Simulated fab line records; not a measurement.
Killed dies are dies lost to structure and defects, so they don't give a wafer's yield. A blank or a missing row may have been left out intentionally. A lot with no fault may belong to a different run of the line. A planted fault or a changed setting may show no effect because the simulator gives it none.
Which tool was responsible? :: flow sky130 :: 42 wafers from 14 lots sampled at 4 of the route's 708 steps

## WHAT THE GAUGES READ, wafer by wafer
SKY_SONOS_TUNNEL_OVL_MEAS_08.
lot: L652
measured: day 11 05:56
on: overlay-01
SONOS_TUNNEL_OVL (nm): -0.8 -0.6 -1.2

lot: L653
measured: day 11 17:30
on: overlay-02
SONOS_TUNNEL_OVL (nm): -0.9 0.4 1.3

lot: L657
measured: day 13 05:08
on: overlay-01
SONOS_TUNNEL_OVL (nm): 0.5 -0.6 0.3

lot: L658
measured: day 13 07:14
on: overlay-01
SONOS_TUNNEL_OVL (nm): -1.2 0.2 -1.0

lot: L659
measured: day 13 16:20
on: overlay-01
SONOS_TUNNEL_OVL (nm): 1.0 2.5 2.1

lot: L660
measured: day 14 09:15
on: overlay-02
SONOS_TUNNEL_OVL (nm): -2.3 -1.4 -1.9

lot: L661
measured: day 14 11:35
on: overlay-02
SONOS_TUNNEL_OVL (nm): -0.9 1.0 0.6

lot: L667
measured: day 16 14:39
on: overlay-02
SONOS_TUNNEL_OVL (nm): -0.8 2.0 -0.3

lot: L668
measured: day 16 23:38
on: overlay-02
SONOS_TUNNEL_OVL (nm): -1.1 0.7 -1.2

lot: L669
measured: day 17 00:44
on: overlay-01
SONOS_TUNNEL_OVL (nm): 0.6 -0.8 0.7

lot: L670
measured: day 17 11:37
on: overlay-01
SONOS_TUNNEL_OVL (nm): -0.6 0.7 -0.8

lot: L672
measured: day 18 00:53
on: overlay-01
SONOS_TUNNEL_OVL (nm): 1.3 2.6 0.8

lot: L673
measured: day 18 21:08
on: overlay-01
SONOS_TUNNEL_OVL (nm): -1.8 -0.2 -1.6

lot: L674
measured: day 19 14:59
on: overlay-02
SONOS_TUNNEL_OVL (nm): 1.8 -0.5 0.1

SKY_SONOS_TUNNEL_TW_MEAS_12.
lot: L652
measured: day 11 06:23
on: filmMetro-02
SONOS_TUNNEL_TW: 195.3 196.6 197.3

lot: L653
measured: day 11 17:57
on: filmMetro-02
SONOS_TUNNEL_TW: 196.3 195.4 196.6

lot: L657
measured: day 13 05:43
on: filmMetro-01
SONOS_TUNNEL_TW: 199.1 199.7 199.5

lot: L658
measured: day 13 07:43
on: filmMetro-01
SONOS_TUNNEL_TW: 198.6 199.6 199.4

lot: L659
measured: day 13 17:06
on: filmMetro-02
SONOS_TUNNEL_TW: 29.9 30.2 30.1

lot: L660
measured: day 14 09:47
on: filmMetro-04
SONOS_TUNNEL_TW: 30.2 30.2 30.2

lot: L661
measured: day 14 12:13
on: filmMetro-04
SONOS_TUNNEL_TW: 198.6 198.8 199.6

lot: L667
measured: day 16 15:09
on: filmMetro-04
SONOS_TUNNEL_TW: 198.9 199.1 199.7

lot: L668
measured: day 17 00:10
on: filmMetro-04
SONOS_TUNNEL_TW: 199.7 198.9 199.0

lot: L669
measured: day 17 01:12
on: filmMetro-01
SONOS_TUNNEL_TW: 200.7 200.8 199.8

lot: L670
measured: day 17 12:05
on: filmMetro-01
SONOS_TUNNEL_TW: 201.1 200.5 200.5

lot: L672
measured: day 18 01:20
on: filmMetro-01
SONOS_TUNNEL_TW: 199.4 200.7 199.4

lot: L673
measured: day 18 21:35
on: filmMetro-02
SONOS_TUNNEL_TW: 197.8 197.4 198.1

lot: L674
measured: day 19 15:26
on: filmMetro-02
SONOS_TUNNEL_TW: 196.8 196.1 197.8

## WHICH TOOL RAN EACH LOT (tool, then ch and the chambers of the sampled wafers, then the start)
lot: L652
SKY_VT_ADJUST_HVTP_STRIP_10: plasmaAsher-02 ch 0,1, day 6 01:17
SKY_VT_ADJUST_PCH_STRIP_09: plasmaAsher-03 ch 0,1, day 10 06:55

lot: L653
SKY_VT_ADJUST_HVTP_STRIP_10: plasmaAsher-01 ch 0,1, day 6 09:20
SKY_VT_ADJUST_PCH_STRIP_09: plasmaAsher-02 ch 0,1, day 10 17:25

lot: L657
SKY_VT_ADJUST_HVTP_STRIP_10: plasmaAsher-01 ch 0,1, day 7 12:53
SKY_VT_ADJUST_PCH_STRIP_09: plasmaAsher-01 ch 0, day 12 03:43

lot: L658
SKY_VT_ADJUST_HVTP_STRIP_10: plasmaAsher-03 ch 0,1, day 7 14:43
SKY_VT_ADJUST_PCH_STRIP_09: plasmaAsher-01 ch 0,1, day 12 05:46

lot: L659
SKY_VT_ADJUST_HVTP_STRIP_10: plasmaAsher-01 ch 0,1, day 7 20:56
SKY_VT_ADJUST_PCH_STRIP_09: plasmaAsher-01 ch 0,1, day 12 14:47

lot: L660
SKY_VT_ADJUST_HVTP_STRIP_10: plasmaAsher-01 ch 0,1, day 8 08:46
SKY_VT_ADJUST_PCH_STRIP_09: plasmaAsher-03 ch 0,1, day 13 06:58

lot: L661
SKY_VT_ADJUST_HVTP_STRIP_10: plasmaAsher-03 ch 0,1, day 8 14:35
SKY_VT_ADJUST_PCH_STRIP_09: plasmaAsher-03 ch 0,1, day 13 10:24

lot: L667
SKY_VT_ADJUST_HVTP_STRIP_10: plasmaAsher-03 ch 0,1, day 10 03:38
SKY_VT_ADJUST_PCH_STRIP_09: plasmaAsher-01 ch 0,1, day 15 09:46

lot: L668
SKY_VT_ADJUST_HVTP_STRIP_10: plasmaAsher-02 ch 0,1, day 10 10:20
SKY_VT_ADJUST_PCH_STRIP_09: plasmaAsher-03 ch 0,1, day 15 18:04

lot: L669
SKY_VT_ADJUST_HVTP_STRIP_10: plasmaAsher-01 ch 0,1, day 10 10:38
SKY_VT_ADJUST_PCH_STRIP_09: plasmaAsher-03 ch 0,1, day 15 18:54

lot: L670
SKY_VT_ADJUST_HVTP_STRIP_10: plasmaAsher-03 ch 0,1, day 10 20:05
SKY_VT_ADJUST_PCH_STRIP_09: plasmaAsher-01 ch 0,1, day 16 05:52

lot: L672
SKY_VT_ADJUST_HVTP_STRIP_10: plasmaAsher-03 ch 0,1, day 11 06:57
SKY_VT_ADJUST_PCH_STRIP_09: plasmaAsher-03 ch 0,1, day 16 19:25

lot: L673
SKY_VT_ADJUST_HVTP_STRIP_10: plasmaAsher-02 ch 0,1, day 11 23:08
SKY_VT_ADJUST_PCH_STRIP_09: plasmaAsher-03 ch 0,1, day 17 16:03

lot: L674
SKY_VT_ADJUST_HVTP_STRIP_10: plasmaAsher-02 ch 0, day 12 13:29
SKY_VT_ADJUST_PCH_STRIP_09: plasmaAsher-03 ch 0,1, day 18 08:36
- SKY_VT_ADJUST_HVTP_STRIP_10: strips in O2/N2.
- SKY_VT_ADJUST_PCH_STRIP_09: strips in O2/N2.

## WHAT THE TOOLS THEMSELVES READ (means of the sampled wafers that have a number; where no wafer has one, the mark that the record gives instead)
SKY_VT_ADJUST_HVTP_STRIP_10.
lot: L652
tool: plasmaAsher-02
chamberPressureMTorr (mTorr): 1498.7
drypumpMotorCurrentA (A): 5.7
oesProductAu (a.u.): 0.720
stripTimeToEndpointS (s): 14.15

lot: L653
tool: plasmaAsher-01
chamberPressureMTorr (mTorr): 1500.4
drypumpMotorCurrentA (A): 5.2
oesProductAu (a.u.): 0.712
stripTimeToEndpointS (s): 14.21

lot: L657
tool: plasmaAsher-01
chamberPressureMTorr (mTorr): 1500.3
drypumpMotorCurrentA (A): 5.2
oesProductAu (a.u.): 0.723
stripTimeToEndpointS (s): 14.16

lot: L658
tool: plasmaAsher-03
chamberPressureMTorr (mTorr): 1500.6
drypumpMotorCurrentA (A): 6.1
oesProductAu (a.u.): 0.718
stripTimeToEndpointS (s): 14.15

lot: L659
tool: plasmaAsher-01
chamberPressureMTorr (mTorr): 1500.9
drypumpMotorCurrentA (A): 5.2
oesProductAu (a.u.): 0.717
stripTimeToEndpointS (s): 14.17

lot: L660
tool: plasmaAsher-01
chamberPressureMTorr (mTorr): 1500.8
drypumpMotorCurrentA (A): 5.2
oesProductAu (a.u.): 0.713
stripTimeToEndpointS (s): 14.15

lot: L661
tool: plasmaAsher-03
chamberPressureMTorr (mTorr): 1499.1
drypumpMotorCurrentA (A): 6.1
oesProductAu (a.u.): 0.718
stripTimeToEndpointS (s): 14.14

lot: L667
tool: plasmaAsher-03
chamberPressureMTorr (mTorr): 1499.8
drypumpMotorCurrentA (A): 6.3
oesProductAu (a.u.): 0.718
stripTimeToEndpointS (s): 14.18

lot: L668
tool: plasmaAsher-02
chamberPressureMTorr (mTorr): 1500.7
drypumpMotorCurrentA (A): 5.7
oesProductAu (a.u.): 0.723
stripTimeToEndpointS (s): 14.19

lot: L669
tool: plasmaAsher-01
chamberPressureMTorr (mTorr): 1501.2
drypumpMotorCurrentA (A): 5.2
oesProductAu (a.u.): 0.719
stripTimeToEndpointS (s): 14.18

lot: L670
tool: plasmaAsher-03
chamberPressureMTorr (mTorr): 1500.6
drypumpMotorCurrentA (A): 6.1
oesProductAu (a.u.): 0.713
stripTimeToEndpointS (s): 14.18

lot: L672
tool: plasmaAsher-03
chamberPressureMTorr (mTorr): 1499.7
drypumpMotorCurrentA (A): 6.1
oesProductAu (a.u.): 0.717
stripTimeToEndpointS (s): 14.11

lot: L673
tool: plasmaAsher-02
chamberPressureMTorr (mTorr): 1499.6
drypumpMotorCurrentA (A): 5.6
oesProductAu (a.u.): 0.721
stripTimeToEndpointS (s): 14.12

lot: L674
tool: plasmaAsher-02
chamberPressureMTorr (mTorr): 1499.8
drypumpMotorCurrentA (A): 5.8
oesProductAu (a.u.): 0.717
stripTimeToEndpointS (s): 14.12

SKY_VT_ADJUST_PCH_STRIP_09.
lot: L652
tool: plasmaAsher-03
chamberPressureMTorr (mTorr): 1500.1
drypumpMotorCurrentA (A): 6.3
oesProductAu (a.u.): 0.724
stripTimeToEndpointS (s): 36.87

lot: L653
tool: plasmaAsher-02
chamberPressureMTorr (mTorr): 1499.6
drypumpMotorCurrentA (A): 5.6
oesProductAu (a.u.): 0.720
stripTimeToEndpointS (s): 36.99

lot: L657
tool: plasmaAsher-01
chamberPressureMTorr (mTorr): 1500.2
drypumpMotorCurrentA (A): 5.2
oesProductAu (a.u.): 0.721
stripTimeToEndpointS (s): 36.97

lot: L658
tool: plasmaAsher-01
chamberPressureMTorr (mTorr): 1499.2
drypumpMotorCurrentA (A): 5.2
oesProductAu (a.u.): 0.724
stripTimeToEndpointS (s): 36.87

lot: L659
tool: plasmaAsher-01
chamberPressureMTorr (mTorr): -
drypumpMotorCurrentA (A): -
oesProductAu (a.u.): -
stripTimeToEndpointS (s): -

lot: L660
tool: plasmaAsher-03
chamberPressureMTorr (mTorr): -
drypumpMotorCurrentA (A): -
oesProductAu (a.u.): -
stripTimeToEndpointS (s): -

lot: L661
tool: plasmaAsher-03
chamberPressureMTorr (mTorr): 1500.6
drypumpMotorCurrentA (A): 6.1
oesProductAu (a.u.): 0.719
stripTimeToEndpointS (s): 36.90

lot: L667
tool: plasmaAsher-01
chamberPressureMTorr (mTorr): 1500.4
drypumpMotorCurrentA (A): 5.2
oesProductAu (a.u.): 0.724
stripTimeToEndpointS (s): 36.72

lot: L668
tool: plasmaAsher-03
chamberPressureMTorr (mTorr): 1499.3
drypumpMotorCurrentA (A): 6.1
oesProductAu (a.u.): 0.724
stripTimeToEndpointS (s): 36.87

lot: L669
tool: plasmaAsher-03
chamberPressureMTorr (mTorr): 1500.0
drypumpMotorCurrentA (A): 6.1
oesProductAu (a.u.): 0.720
stripTimeToEndpointS (s): 37.01

lot: L670
tool: plasmaAsher-01
chamberPressureMTorr (mTorr): 1500.5
drypumpMotorCurrentA (A): 5.2
oesProductAu (a.u.): 0.724
stripTimeToEndpointS (s): 36.81

lot: L672
tool: plasmaAsher-03
chamberPressureMTorr (mTorr): 1499.7
drypumpMotorCurrentA (A): 6.3
oesProductAu (a.u.): 0.723
stripTimeToEndpointS (s): 36.88

lot: L673
tool: plasmaAsher-03
chamberPressureMTorr (mTorr): 1499.9
drypumpMotorCurrentA (A): 6.3
oesProductAu (a.u.): 0.721
stripTimeToEndpointS (s): 36.92

lot: L674
tool: plasmaAsher-03
chamberPressureMTorr (mTorr): 1500.9
drypumpMotorCurrentA (A): 6.3
oesProductAu (a.u.): 0.724
stripTimeToEndpointS (s): 36.84

## THE ANSWER, worked out from the rows above alone
Rule: usual is defined by the lots themselves. The widest of any qualifying gaps counts: lots, ordered by their means at a reading, are off when they make up no more than a third of the lots, leave a main group of 4 or more, and stand apart from it by 3 or more times the standard deviation of that group's means. A main group whose means are all the same, to the digits that the tables above print for the reading, isn't used. Also off: a lot with no number at a reading for which 4 or more lots have one. Where the step has rows for the other lots, those lots are counted as sound. The gauges are gone through in route order, then the tools' own readings, and for those a lot's mean is taken as printed above. The first step at which some lot is off is used, and at that step the reading that is off furthest; a lot without a number counts as furthest.
Off: L659, L660, at SKY_SONOS_TUNNEL_TW_MEAS_12 (SONOS_TUNNEL_TW). The main group: mean 198.7, standard deviation 1.5.
A tool fits if, at a process step before that reading, it ran every lot that is off, and no sound lot after the first of them. Not tried: the gauges at SKY_SONOS_TUNNEL_TW_MEAS_12; whatever is off there is also off at SKY_VT_ADJUST_PCH_STRIP_09, on other tools, and gauge error can't account for it. None of those tried fits.

## WHAT THE SIMULATOR HAD INSERTED
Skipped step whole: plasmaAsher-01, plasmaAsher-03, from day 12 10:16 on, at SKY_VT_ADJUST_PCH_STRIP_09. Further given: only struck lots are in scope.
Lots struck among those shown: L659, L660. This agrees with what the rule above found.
